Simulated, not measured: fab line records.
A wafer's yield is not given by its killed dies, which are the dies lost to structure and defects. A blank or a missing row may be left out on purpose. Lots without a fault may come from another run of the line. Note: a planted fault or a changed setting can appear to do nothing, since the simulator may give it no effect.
Which of the tools did it? :: flow sky130 :: 72 wafers from 24 lots sampled at 6 of the route's 708 steps

WHAT THE GAUGES SHOWED, per wafer
SKY_POLY_CUT_CD_MEAS_08: target cd 270 nm. Usual: 270.2 nm for cd nm, sd 1.4.
lot: L074
measured: day 24 00:10
on: cd sem-02
cd nm (nm): 271.1 271.6 270.9
flag: 

lot: L077
measured: day 25 07:36
on: cd sem-01
cd nm (nm): 266.8 267.4 269.2
flag: 

lot: L075
measured: day 25 08:04
on: cd sem-02
cd nm (nm): 269.2 267.4 268.5
flag: 

lot: L076
measured: day 25 08:10
on: cd sem-02
cd nm (nm): 269.5 269.6 270.3
flag: 

lot: L078
measured: day 25 18:07
on: cd sem-01
cd nm (nm): 270.9 269.9 270.8
flag: 

lot: L079
measured: day 25 23:08
on: cd sem-01
cd nm (nm): 269.4 269.3 268.6
flag: 

lot: L080
measured: day 26 06:52
on: cd sem-01
cd nm (nm): 269.3 270.0 269.7
flag: 

lot: L081
measured: day 26 09:25
on: cd sem-01
cd nm (nm): 270.2 271.5 270.4
flag: 

lot: L082
measured: day 26 23:49
on: cd sem-02
cd nm (nm): 272.5 271.4 270.7
flag: 

lot: L083
measured: day 27 04:35
on: cd sem-01
cd nm (nm): 269.2 269.3 270.5
flag: 

lot: L084
measured: day 27 19:56
on: cd sem-02
cd nm (nm): 270.6 272.1 272.3
flag: 

lot: L085
measured: day 28 05:26
on: cd sem-01
cd nm (nm): 272.4 271.4 272.1
flag: 

lot: L086
measured: day 28 14:41
on: cd sem-01
cd nm (nm): 269.2 270.3 269.6
flag: 

lot: L088
measured: day 30 08:21
on: cd sem-02
cd nm (nm): 267.6 267.9 268.6
flag: 

lot: L087
measured: day 30 12:24
on: cd sem-01
cd nm (nm): 270.3 271.5 269.9
flag: 

lot: L090
measured: day 30 12:43
on: cd sem-01
cd nm (nm): 270.0 270.4 268.8
flag: 

lot: L092
measured: day 30 12:47
on: cd sem-02
cd nm (nm): 272.0 271.8 271.6
flag: 

lot: L089
measured: day 30 13:19
on: cd sem-02
cd nm (nm): 268.2 270.4 270.2
flag: 

lot: L091
measured: day 30 14:11
on: cd sem-01
cd nm (nm): 269.9 270.1 270.0
flag: 

lot: L093
measured: day 30 17:16
on: cd sem-02
cd nm (nm): 273.8 270.6 271.1
flag: 

lot: L094
measured: day 31 06:56
on: cd sem-02
cd nm (nm): 270.5 270.1 269.8
flag: 

lot: L096
measured: day 32 12:21
on: cd sem-01
cd nm (nm): 272.8 272.5 271.9
flag: 

lot: L095
measured: day 32 14:20
on: cd sem-01
cd nm (nm): 269.5 270.6 270.2
flag: 

lot: L097
measured: day 32 15:18
on: cd sem-01
cd nm (nm): 268.2 268.8 269.1
flag: 

SKY_VIA3_CD_MEAS_12: target cd 200 nm. Usual: 200.1 nm for cd nm, sd 1.3.
lot: L074
measured: day 39 09:48
on: cd sem-02
cd nm (nm): 199.2 199.5 200.3
flag: 

lot: L077
measured: day 40 14:57
on: cd sem-01
cd nm (nm): 200.1 199.7 198.7
flag: 

lot: L075
measured: day 40 13:12
on: cd sem-01
cd nm (nm): 202.0 201.4 202.0
flag: 

lot: L076
measured: day 40 15:32
on: cd sem-02
cd nm (nm): 201.6 200.7 200.7
flag: 

lot: L078
measured: day 41 01:15
on: cd sem-01
cd nm (nm): 199.7 199.6 199.0
flag: 

lot: L079
measured: day 41 02:11
on: cd sem-02
cd nm (nm): 197.9 196.7 198.2
flag: 

lot: L080
measured: day 41 09:04
on: cd sem-02
cd nm (nm): 202.7 199.3 200.7
flag: 

lot: L081
measured: day 41 12:18
on: cd sem-02
cd nm (nm): 196.6 198.1 198.6
flag: 

lot: L082
measured: day 42 01:52
on: cd sem-02
cd nm (nm): 199.6 201.0 201.3
flag: 

lot: L083
measured: day 42 03:22
on: cd sem-02
cd nm (nm): 200.0 201.5 199.6
flag: 

lot: L084
measured: day 42 17:35
on: cd sem-01
cd nm (nm): 197.9 195.9 198.7
flag: 

lot: L085
measured: day 43 01:47
on: cd sem-02
cd nm (nm): 199.4 200.5 199.1
flag: 

lot: L086
measured: day 43 04:23
on: cd sem-02
cd nm (nm): 199.6 200.5 200.8
flag: 

lot: L088
measured: day 44 18:50
on: cd sem-01
cd nm (nm): 199.8 199.1 198.3
flag: 

lot: L087
measured: day 44 20:39
on: cd sem-01
cd nm (nm): 200.2 201.3 199.9
flag: 

lot: L090
measured: day 44 22:17
on: cd sem-02
cd nm (nm): 200.0 200.6 198.9
flag: 

lot: L092
measured: day 44 22:26
on: cd sem-02
cd nm (nm): 199.7 199.5 200.4
flag: 

lot: L089
measured: day 44 23:54
on: cd sem-01
cd nm (nm): 201.5 199.4 200.7
flag: 

lot: L091
measured: day 45 00:32
on: cd sem-01
cd nm (nm): 201.2 200.4 199.8
flag: 

lot: L093
measured: day 45 01:33
on: cd sem-02
cd nm (nm): 201.0 201.3 201.4
flag: 

lot: L094
measured: day 45 07:53
on: cd sem-02
cd nm (nm): 201.4 202.0 200.6
flag: 

lot: L096
measured: day 46 07:38
on: cd sem-02
cd nm (nm): 203.0 201.6 201.4
flag: 

lot: L095
measured: day 46 10:35
on: cd sem-02
cd nm (nm): 201.6 202.4 202.5
flag: 

lot: L097
measured: day 46 11:35
on: cd sem-01
cd nm (nm): 200.3 200.6 199.6
flag: 

EACH LOT AND THE TOOL THAT RAN IT (in order: tool; ch and the chambers of the sampled wafers; start)
lot: L074
SKY_METAL1_STRIP_20: plasma asher-04 ch 0,1, day 32 13:08
SKY_VIA1_CMP_02: cmp-01 ch 0,3, day 32 13:57
SKY_VIA2_SOFTBAKE_08: litho track-04 ch 0, day 38 07:35 or earlier
SKY_METAL3_METAL_ETCH_18: rie metal-03 ch 0,1, day 38 07:35

lot: L077
SKY_METAL1_STRIP_20: plasma asher-02 ch 0,1, day 33 18:41
SKY_VIA1_CMP_02: cmp-01 ch 2,3, day 33 19:26
SKY_VIA2_SOFTBAKE_08: litho track-04 ch 0, day 39 13:11 or earlier
SKY_METAL3_METAL_ETCH_18: rie metal-03 ch 0,1, day 39 13:11

lot: L075
SKY_METAL1_STRIP_20: plasma asher-04 ch 0,1, day 33 19:43
SKY_VIA1_CMP_02: cmp-01 ch 0,1,3, day 33 20:32
SKY_VIA2_SOFTBAKE_08: litho track-04 ch 0, day 39 12:13 or earlier
SKY_METAL3_METAL_ETCH_18: rie metal-01 ch 0,1, day 39 12:13

lot: L076
SKY_METAL1_STRIP_20: plasma asher-01 ch 0,1, day 33 19:50
SKY_VIA1_CMP_02: cmp-01 ch 2,3, day 33 20:47
SKY_VIA2_SOFTBAKE_08: litho track-03 ch 0, day 39 14:02 or earlier
SKY_METAL3_METAL_ETCH_18: rie metal-02 ch 0,1, day 39 14:02

lot: L078
SKY_METAL1_STRIP_20: plasma asher-02 ch 0,1, day 34 06:08
SKY_VIA1_CMP_02: cmp-02 ch 0,2,3, day 34 06:55
SKY_VIA2_SOFTBAKE_08: litho track-04 ch 0, day 39 23:38 or earlier
SKY_METAL3_METAL_ETCH_18: rie metal-03 ch 0,1, day 39 23:38

lot: L079
SKY_METAL1_STRIP_20: plasma asher-02 ch 0,1, day 34 08:56
SKY_VIA1_CMP_02: cmp-01 ch 0,1,3, day 34 09:43
SKY_VIA2_SOFTBAKE_08: litho track-04 ch 0, day 40 00:29 or earlier
SKY_METAL3_METAL_ETCH_18: rie metal-03 ch 0,1, day 40 00:29

lot: L080
SKY_METAL1_STRIP_20: plasma asher-04 ch 0,1, day 34 16:37
SKY_VIA1_CMP_02: cmp-02 ch 0,1, day 34 17:23
SKY_VIA2_SOFTBAKE_08: litho track-03 ch 0, day 40 08:17 or earlier
SKY_METAL3_METAL_ETCH_18: rie metal-02 ch 0,1, day 40 08:17

lot: L081
SKY_METAL1_STRIP_20: plasma asher-04 ch 0,1, day 34 17:59
SKY_VIA1_CMP_02: cmp-01 ch 0,2,3, day 34 18:51
SKY_VIA2_SOFTBAKE_08: litho track-02 ch 0, day 40 10:38 or earlier
SKY_METAL3_METAL_ETCH_18: rie metal-03 ch 0,1, day 40 10:38

lot: L082
SKY_METAL1_STRIP_20: plasma asher-04 ch 0,1, day 35 09:32
SKY_VIA1_CMP_02: cmp-02 ch 2,3, day 35 10:35
SKY_VIA2_SOFTBAKE_08: litho track-03 ch 0, day 41 00:34 or earlier
SKY_METAL3_METAL_ETCH_18: rie metal-01 ch 0,1, day 41 00:34

lot: L083
SKY_METAL1_STRIP_20: plasma asher-04 ch 0,1, day 35 14:09
SKY_VIA1_CMP_02: cmp-02 ch 1,2,3, day 35 14:55
SKY_VIA2_SOFTBAKE_08: litho track-03 ch 0, day 41 02:53 or earlier
SKY_METAL3_METAL_ETCH_18: rie metal-03 ch 0,1, day 41 02:53

lot: L084
SKY_METAL1_STRIP_20: plasma asher-01 ch 0,1, day 36 03:31
SKY_VIA1_CMP_02: cmp-01 ch 2,3, day 36 04:22
SKY_VIA2_SOFTBAKE_08: litho track-02 ch 0, day 41 17:01 or earlier
SKY_METAL3_METAL_ETCH_18: rie metal-01 ch 0,1, day 41 17:01

lot: L085
SKY_METAL1_STRIP_20: plasma asher-04 ch 0, day 36 13:32
SKY_VIA1_CMP_02: cmp-01 ch 0,2,3, day 36 14:24
SKY_VIA2_SOFTBAKE_08: litho track-04 ch 0, day 42 00:51 or earlier
SKY_METAL3_METAL_ETCH_18: rie metal-03 ch 1, day 42 00:51

lot: L086
SKY_METAL1_STRIP_20: plasma asher-04 ch 0,1, day 36 18:38
SKY_VIA1_CMP_02: cmp-02 ch 1,2, day 36 19:25
SKY_VIA2_SOFTBAKE_08: litho track-03 ch 0, day 42 04:08 or earlier
SKY_METAL3_METAL_ETCH_18: rie metal-01 ch 0,1, day 42 04:08

lot: L088
SKY_METAL1_STRIP_20: plasma asher-04 ch 0,1, day 38 12:13
SKY_VIA1_CMP_02: cmp-02 ch 0,1, day 38 13:08
SKY_VIA2_SOFTBAKE_08: litho track-03 ch 0, day 43 19:10 or earlier
SKY_METAL3_METAL_ETCH_18: rie metal-03 ch 0,1, day 43 19:10

lot: L087
SKY_METAL1_STRIP_20: plasma asher-04 ch 0,1, day 38 14:22
SKY_VIA1_CMP_02: cmp-02 ch 2,3, day 38 15:29
SKY_VIA2_SOFTBAKE_08: litho track-02 ch 0, day 43 21:26 or earlier
SKY_METAL3_METAL_ETCH_18: rie metal-01 ch 1, day 43 21:26

lot: L090
SKY_METAL1_STRIP_20: plasma asher-01 ch 0,1, day 38 15:45
SKY_VIA1_CMP_02: cmp-02 ch 1,2,3, day 38 16:45
SKY_VIA2_SOFTBAKE_08: litho track-04 ch 0, day 43 22:33 or earlier
SKY_METAL3_METAL_ETCH_18: rie metal-03 ch 0,1, day 43 22:33

lot: L092
SKY_METAL1_STRIP_20: plasma asher-04 ch 0,1, day 38 16:49
SKY_VIA1_CMP_02: cmp-01 ch 2,3, day 38 17:41
SKY_VIA2_SOFTBAKE_08: litho track-04 ch 0, day 43 23:26 or earlier
SKY_METAL3_METAL_ETCH_18: rie metal-01 ch 0,1, day 43 23:26

lot: L089
SKY_METAL1_STRIP_20: plasma asher-04 ch 0, day 38 17:17
SKY_VIA1_CMP_02: cmp-02 ch 0,2,3, day 38 18:19
SKY_VIA2_SOFTBAKE_08: litho track-02 ch 0, day 44 00:29 or earlier
SKY_METAL3_METAL_ETCH_18: rie metal-01 ch 0,1, day 44 00:29

lot: L091
SKY_METAL1_STRIP_20: plasma asher-04 ch 0,1, day 38 17:38
SKY_VIA1_CMP_02: cmp-01 ch 0,1,3, day 38 18:48
SKY_VIA2_SOFTBAKE_08: litho track-04 ch 0, day 44 00:50 or earlier
SKY_METAL3_METAL_ETCH_18: rie metal-02 ch 1, day 44 00:50

lot: L093
SKY_METAL1_STRIP_20: plasma asher-01 ch 0,1, day 38 19:53
SKY_VIA1_CMP_02: cmp-01 ch 0,2,3, day 38 20:41
SKY_VIA2_SOFTBAKE_08: litho track-04 ch 0, day 44 02:34 or earlier
SKY_METAL3_METAL_ETCH_18: rie metal-01 ch 0,1, day 44 02:34

lot: L094
SKY_METAL1_STRIP_20: plasma asher-01 ch 0,1, day 39 07:56
SKY_VIA1_CMP_02: cmp-02 ch 0,1, day 39 08:41
SKY_VIA2_SOFTBAKE_08: litho track-02 ch 0, day 44 09:12 or earlier
SKY_METAL3_METAL_ETCH_18: rie metal-01 ch 0,1, day 44 09:12

lot: L096
SKY_METAL1_STRIP_20: plasma asher-04 ch 0,1, day 40 09:47
SKY_VIA1_CMP_02: cmp-01 ch 1,2,3, day 40 10:41
SKY_VIA2_SOFTBAKE_08: litho track-02 ch 0, day 45 09:36 or earlier
SKY_METAL3_METAL_ETCH_18: rie metal-03 ch 0,1, day 45 09:36

lot: L095
SKY_METAL1_STRIP_20: plasma asher-01 ch 0,1, day 40 10:53
SKY_VIA1_CMP_02: cmp-01 ch 1,2,3, day 40 11:49
SKY_VIA2_SOFTBAKE_08: litho track-04 ch 0, day 45 12:00 or earlier
SKY_METAL3_METAL_ETCH_18: rie metal-03 ch 0,1, day 45 12:00

lot: L097
SKY_METAL1_STRIP_20: plasma asher-04 ch 0,1, day 40 12:47
SKY_VIA1_CMP_02: cmp-02 ch 0,1,2, day 40 13:37
SKY_VIA2_SOFTBAKE_08: litho track-04 ch 0, day 45 13:07 or earlier
SKY_METAL3_METAL_ETCH_18: rie metal-01 ch 0,1, day 45 13:07
- SKY_METAL1_STRIP_20: strips in O2/N2.
- SKY_VIA1_CMP_02: polishes SiO2.
- SKY_VIA2_SOFTBAKE_08: time 91.75 s.
- SKY_METAL3_METAL_ETCH_18: etches the open film in Cl2/BCl3, stops on SiO2, target depth 845 nm, time 183.1 s.

WHAT THE TOOLS THEMSELVES READ (means of the sampled wafers that have a number; where no wafer has one, the mark that the record gives instead)
SKY_METAL1_STRIP_20. Usual: drypump motor current A 6.0 A, standard deviation 0.39; o2 flow sccm 3001 sccm, standard deviation 8.8; oes product au 0.342 a.u., standard deviation 0.0051; strip time to endpoint s 2.69 s, standard deviation 0.043.
lot: L074
tool: plasma asher-04
drypump motor current A (A): 6.2
o2 flow sccm (sccm): 3007
oes product au (a.u.): 0.339
strip time to endpoint s (s): 2.68
flag: 

lot: L077
tool: plasma asher-02
drypump motor current A (A): 5.4
o2 flow sccm (sccm): 2999
oes product au (a.u.): 0.341
strip time to endpoint s (s): 2.70
flag: 

lot: L075
tool: plasma asher-04
drypump motor current A (A): 6.3
o2 flow sccm (sccm): 2991
oes product au (a.u.): 0.337
strip time to endpoint s (s): 2.64
flag: 

lot: L076
tool: plasma asher-01
drypump motor current A (A): 5.6
o2 flow sccm (sccm): 2989
oes product au (a.u.): 0.342
strip time to endpoint s (s): 2.69
flag: 

lot: L078
tool: plasma asher-02
drypump motor current A (A): 5.8
o2 flow sccm (sccm): 3002
oes product au (a.u.): 0.343
strip time to endpoint s (s): 2.64
flag: 

lot: L079
tool: plasma asher-02
drypump motor current A (A): 5.8
o2 flow sccm (sccm): 3005
oes product au (a.u.): 0.343
strip time to endpoint s (s): 2.65
flag: 

lot: L080
tool: plasma asher-04
drypump motor current A (A): 6.2
o2 flow sccm (sccm): 3012
oes product au (a.u.): 0.339
strip time to endpoint s (s): 2.67
flag: 

lot: L081
tool: plasma asher-04
drypump motor current A (A): 6.2
o2 flow sccm (sccm): 3001
oes product au (a.u.): 0.340
strip time to endpoint s (s): 2.68
flag: 

lot: L082
tool: plasma asher-04
drypump motor current A (A): 6.3
o2 flow sccm (sccm): 2999
oes product au (a.u.): 0.345
strip time to endpoint s (s): 2.70
flag: 

lot: L083
tool: plasma asher-04
drypump motor current A (A): 6.3
o2 flow sccm (sccm): 2998
oes product au (a.u.): 0.340
strip time to endpoint s (s): 2.68
flag: 

lot: L084
tool: plasma asher-01
drypump motor current A (A): 5.7
o2 flow sccm (sccm): 3001
oes product au (a.u.): 0.340
strip time to endpoint s (s): 2.70
flag: 

lot: L085
tool: plasma asher-04
drypump motor current A (A): 6.3
o2 flow sccm (sccm): 2995
oes product au (a.u.): 0.347
strip time to endpoint s (s): 2.73
flag: 

lot: L086
tool: plasma asher-04
drypump motor current A (A): 6.2
o2 flow sccm (sccm): 3004
oes product au (a.u.): 0.343
strip time to endpoint s (s): 2.67
flag: 

lot: L088
tool: plasma asher-04
drypump motor current A (A): 6.3
o2 flow sccm (sccm): 2996
oes product au (a.u.): 0.339
strip time to endpoint s (s): 2.68
flag: 

lot: L087
tool: plasma asher-04
drypump motor current A (A): 6.2
o2 flow sccm (sccm): 3008
oes product au (a.u.): 0.343
strip time to endpoint s (s): 2.69
flag: 

lot: L090
tool: plasma asher-01
drypump motor current A (A): 5.7
o2 flow sccm (sccm): 3004
oes product au (a.u.): 0.344
strip time to endpoint s (s): 2.67
flag: 

lot: L092
tool: plasma asher-04
drypump motor current A (A): 6.2
o2 flow sccm (sccm): 3009
oes product au (a.u.): 0.347
strip time to endpoint s (s): 2.73
flag: 

lot: L089
tool: plasma asher-04
drypump motor current A (A): 6.2
o2 flow sccm (sccm): 2997
oes product au (a.u.): 0.340
strip time to endpoint s (s): 2.70
flag: 

lot: L091
tool: plasma asher-04
drypump motor current A (A): 6.2
o2 flow sccm (sccm): 2998
oes product au (a.u.): 0.343
strip time to endpoint s (s): 2.73
flag: 

lot: L093
tool: plasma asher-01
drypump motor current A (A): 5.6
o2 flow sccm (sccm): 3006
oes product au (a.u.): 0.341
strip time to endpoint s (s): 2.71
flag: 

lot: L094
tool: plasma asher-01
drypump motor current A (A): 5.7
o2 flow sccm (sccm): 3000
oes product au (a.u.): 0.346
strip time to endpoint s (s): 2.69
flag: 

lot: L096
tool: plasma asher-04
drypump motor current A (A): 6.2
o2 flow sccm (sccm): 3001
oes product au (a.u.): 0.340
strip time to endpoint s (s): 2.73
flag: 

lot: L095
tool: plasma asher-01
drypump motor current A (A): 5.8
o2 flow sccm (sccm): 2999
oes product au (a.u.): 0.337
strip time to endpoint s (s): 2.70
flag: 

lot: L097
tool: plasma asher-04
drypump motor current A (A): 6.2
o2 flow sccm (sccm): 3001
oes product au (a.u.): 0.344
strip time to endpoint s (s): 2.71
flag: 

SKY_VIA1_CMP_02. Usual: motor current A 13.0 A, standard deviation 1.5; platen rpm 60.00 rpm, standard deviation 0.042.
lot: L074
tool: cmp-01
motor current A (A): 13.3
platen rpm (rpm): 60.00
flag: 

lot: L077
tool: cmp-01
motor current A (A): 14.1
platen rpm (rpm): 60.01
flag: 

lot: L075
tool: cmp-01
motor current A (A): 12.3
platen rpm (rpm): 60.01
flag: 

lot: L076
tool: cmp-01
motor current A (A): 14.3
platen rpm (rpm): 59.95
flag: 

lot: L078
tool: cmp-02
motor current A (A): 13.3
platen rpm (rpm): 60.01
flag: 

lot: L079
tool: cmp-01
motor current A (A): 12.2
platen rpm (rpm): 60.02
flag: 

lot: L080
tool: cmp-02
motor current A (A): 12.7
platen rpm (rpm): 59.99
flag: 

lot: L081
tool: cmp-01
motor current A (A): 12.9
platen rpm (rpm): 59.95
flag: 

lot: L082
tool: cmp-02
motor current A (A): 14.4
platen rpm (rpm): 60.01
flag: 

lot: L083
tool: cmp-02
motor current A (A): 13.5
platen rpm (rpm): 59.99
flag: 

lot: L084
tool: cmp-01
motor current A (A): 14.5
platen rpm (rpm): 60.00
flag: 

lot: L085
tool: cmp-01
motor current A (A): 12.9
platen rpm (rpm): 60.01
flag: 

lot: L086
tool: cmp-02
motor current A (A): 13.1
platen rpm (rpm): 59.99
flag: 

lot: L088
tool: cmp-02
motor current A (A): 13.0
platen rpm (rpm): 59.99
flag: 

lot: L087
tool: cmp-02
motor current A (A): 13.8
platen rpm (rpm): 59.99
flag: 

lot: L090
tool: cmp-02
motor current A (A): 13.6
platen rpm (rpm): 60.06
flag: 

lot: L092
tool: cmp-01
motor current A (A): 14.3
platen rpm (rpm): 59.99
flag: 

lot: L089
tool: cmp-02
motor current A (A): 13.1
platen rpm (rpm): 60.00
flag: 

lot: L091
tool: cmp-01
motor current A (A): 12.3
platen rpm (rpm): 60.06
flag: 

lot: L093
tool: cmp-01
motor current A (A): 12.7
platen rpm (rpm): 60.01
flag: 

lot: L094
tool: cmp-02
motor current A (A): 12.8
platen rpm (rpm): 59.99
flag: 

lot: L096
tool: cmp-01
motor current A (A): 13.6
platen rpm (rpm): 60.05
flag: 

lot: L095
tool: cmp-01
motor current A (A): 13.5
platen rpm (rpm): 59.98
flag: 

lot: L097
tool: cmp-02
motor current A (A): 12.7
platen rpm (rpm): 60.01
flag: 

SKY_VIA2_SOFTBAKE_08. Usual: plate sensor t centre C 100.88 C, standard deviation 0.011; plate sensor t edge C 100.95 C, standard deviation 0.0092.
lot: L074
tool: litho track-04
plate sensor t centre C (C): 100.88
plate sensor t edge C (C): 100.96
flag: 

lot: L077
tool: litho track-04
plate sensor t centre C (C): 100.88
plate sensor t edge C (C): 100.96
flag: 

lot: L075
tool: litho track-04
plate sensor t centre C (C): 100.89
plate sensor t edge C (C): 100.95
flag: 

lot: L076
tool: litho track-03
plate sensor t centre C (C): 100.89
plate sensor t edge C (C): 100.95
flag: 

lot: L078
tool: litho track-04
plate sensor t centre C (C): 100.87
plate sensor t edge C (C): 100.96
flag: 

lot: L079
tool: litho track-04
plate sensor t centre C (C): 100.89
plate sensor t edge C (C): 100.95
flag: 

lot: L080
tool: litho track-03
plate sensor t centre C (C): 100.87
plate sensor t edge C (C): 100.96
flag: 

lot: L081
tool: litho track-02
plate sensor t centre C (C): 100.89
plate sensor t edge C (C): 100.96
flag: 

lot: L082
tool: litho track-03
plate sensor t centre C (C): 100.89
plate sensor t edge C (C): 100.95
flag: 

lot: L083
tool: litho track-03
plate sensor t centre C (C): 100.89
plate sensor t edge C (C): 100.96
flag: 

lot: L084
tool: litho track-02
plate sensor t centre C (C): 100.88
plate sensor t edge C (C): 100.96
flag: 

lot: L085
tool: litho track-04
plate sensor t centre C (C): 100.89
plate sensor t edge C (C): 100.96
flag: 

lot: L086
tool: litho track-03
plate sensor t centre C (C): 100.88
plate sensor t edge C (C): 100.94
flag: 

lot: L088
tool: litho track-03
plate sensor t centre C (C): 100.88
plate sensor t edge C (C): 100.96
flag: 

lot: L087
tool: litho track-02
plate sensor t centre C (C): 100.87
plate sensor t edge C (C): 100.96
flag: 

lot: L090
tool: litho track-04
plate sensor t centre C (C): 100.88
plate sensor t edge C (C): 100.95
flag: 

lot: L092
tool: litho track-04
plate sensor t centre C (C): 100.87
plate sensor t edge C (C): 100.96
flag: 

lot: L089
tool: litho track-02
plate sensor t centre C (C): 100.88
plate sensor t edge C (C): 100.95
flag: 

lot: L091
tool: litho track-04
plate sensor t centre C (C): 100.87
plate sensor t edge C (C): 100.95
flag: 

lot: L093
tool: litho track-04
plate sensor t centre C (C): 100.88
plate sensor t edge C (C): 100.95
flag: 

lot: L094
tool: litho track-02
plate sensor t centre C (C): 100.88
plate sensor t edge C (C): 100.94
flag: 

lot: L096
tool: litho track-02
plate sensor t centre C (C): 100.87
plate sensor t edge C (C): 100.96
flag: 

lot: L095
tool: litho track-04
plate sensor t centre C (C): 100.88
plate sensor t edge C (C): 100.95
flag: 

lot: L097
tool: litho track-04
plate sensor t centre C (C): 100.88
plate sensor t edge C (C): 100.94
flag: 

SKY_METAL3_METAL_ETCH_18. Usual: drypump motor current A 5.76 A, standard deviation 0.26; oes product au 0.866 a.u., standard deviation 0.0054; throttle valve pct 22.264 %, standard deviation 0.0089.
lot: L074
tool: rie metal-03
drypump motor current A (A): 5.60
oes product au (a.u.): 0.869
throttle valve pct (%): 22.264
flag: 

lot: L077
tool: rie metal-03
drypump motor current A (A): 5.77
oes product au (a.u.): 0.864
throttle valve pct (%): 22.266
flag: 

lot: L075
tool: rie metal-01
drypump motor current A (A): 5.90
oes product au (a.u.): 0.865
throttle valve pct (%): 22.255
flag: 

lot: L076
tool: rie metal-02
drypump motor current A (A): 5.66
oes product au (a.u.): 0.864
throttle valve pct (%): 22.267
flag: 

lot: L078
tool: rie metal-03
drypump motor current A (A): 5.78
oes product au (a.u.): 0.862
throttle valve pct (%): 22.266
flag: 

lot: L079
tool: rie metal-03
drypump motor current A (A): 5.61
oes product au (a.u.): 0.863
throttle valve pct (%): 22.265
flag: 

lot: L080
tool: rie metal-02
drypump motor current A (A): 5.66
oes product au (a.u.): 0.874
throttle valve pct (%): 22.266
flag: 

lot: L081
tool: rie metal-03
drypump motor current A (A): 5.59
oes product au (a.u.): 0.867
throttle valve pct (%): 22.266
flag: 

lot: L082
tool: rie metal-01
drypump motor current A (A): 5.85
oes product au (a.u.): 0.870
throttle valve pct (%): 22.267
flag: 

lot: L083
tool: rie metal-03
drypump motor current A (A): 5.60
oes product au (a.u.): 0.873
throttle valve pct (%): 22.265
flag: 

lot: L084
tool: rie metal-01
drypump motor current A (A): 5.85
oes product au (a.u.): 0.860
throttle valve pct (%): 22.269
flag: 

lot: L085
tool: rie metal-03
drypump motor current A (A): 5.39
oes product au (a.u.): 0.863
throttle valve pct (%): 22.258
flag: 

lot: L086
tool: rie metal-01
drypump motor current A (A): 5.85
oes product au (a.u.): 0.870
throttle valve pct (%): 22.260
flag: 

lot: L088
tool: rie metal-03
drypump motor current A (A): 5.77
oes product au (a.u.): 0.870
throttle valve pct (%): 22.265
flag: 

lot: L087
tool: rie metal-01
drypump motor current A (A): 5.79
oes product au (a.u.): 0.865
throttle valve pct (%): 22.261
flag: 

lot: L090
tool: rie metal-03
drypump motor current A (A): 5.58
oes product au (a.u.): 0.864
throttle valve pct (%): 22.270
flag: 

lot: L092
tool: rie metal-01
drypump motor current A (A): 5.89
oes product au (a.u.): 0.868
throttle valve pct (%): 22.272
flag: 

lot: L089
tool: rie metal-01
drypump motor current A (A): 5.89
oes product au (a.u.): 0.860
throttle valve pct (%): 22.255
flag: 

lot: L091
tool: rie metal-02
drypump motor current A (A): 5.95
oes product au (a.u.): 0.866
throttle valve pct (%): 22.263
flag: 

lot: L093
tool: rie metal-01
drypump motor current A (A): 5.84
oes product au (a.u.): 0.859
throttle valve pct (%): 22.265
flag: 

lot: L094
tool: rie metal-01
drypump motor current A (A): 5.92
oes product au (a.u.): 0.863
throttle valve pct (%): 22.265
flag: 

lot: L096
tool: rie metal-03
drypump motor current A (A): 5.57
oes product au (a.u.): 0.861
throttle valve pct (%): 22.257
flag: 

lot: L095
tool: rie metal-03
drypump motor current A (A): 5.57
oes product au (a.u.): 0.868
throttle valve pct (%): 22.263
flag: 

lot: L097
tool: rie metal-01
drypump motor current A (A): 5.89
oes product au (a.u.): 0.868
throttle valve pct (%): 22.259
flag: 

THE ANSWER, worked out from the rows above alone
Rule: a lot is off if the mean of its wafers that have a number lies more than 3 standard deviations from the usual mean. Also off: a lot with no number at a reading for which 4 or more lots have one. Any other lot the step has rows for is counted as sound. First the gauges in route order, then the tools' own readings, where a lot's mean is used as printed above. The first step at which some lot is off is used, and at that step the reading that is off furthest; a lot without a number counts as furthest.
Across all readings shown, no lot is off: no conclusion can be drawn from this.

WHAT HAD BEEN PUT IN BY THE SIMULATOR
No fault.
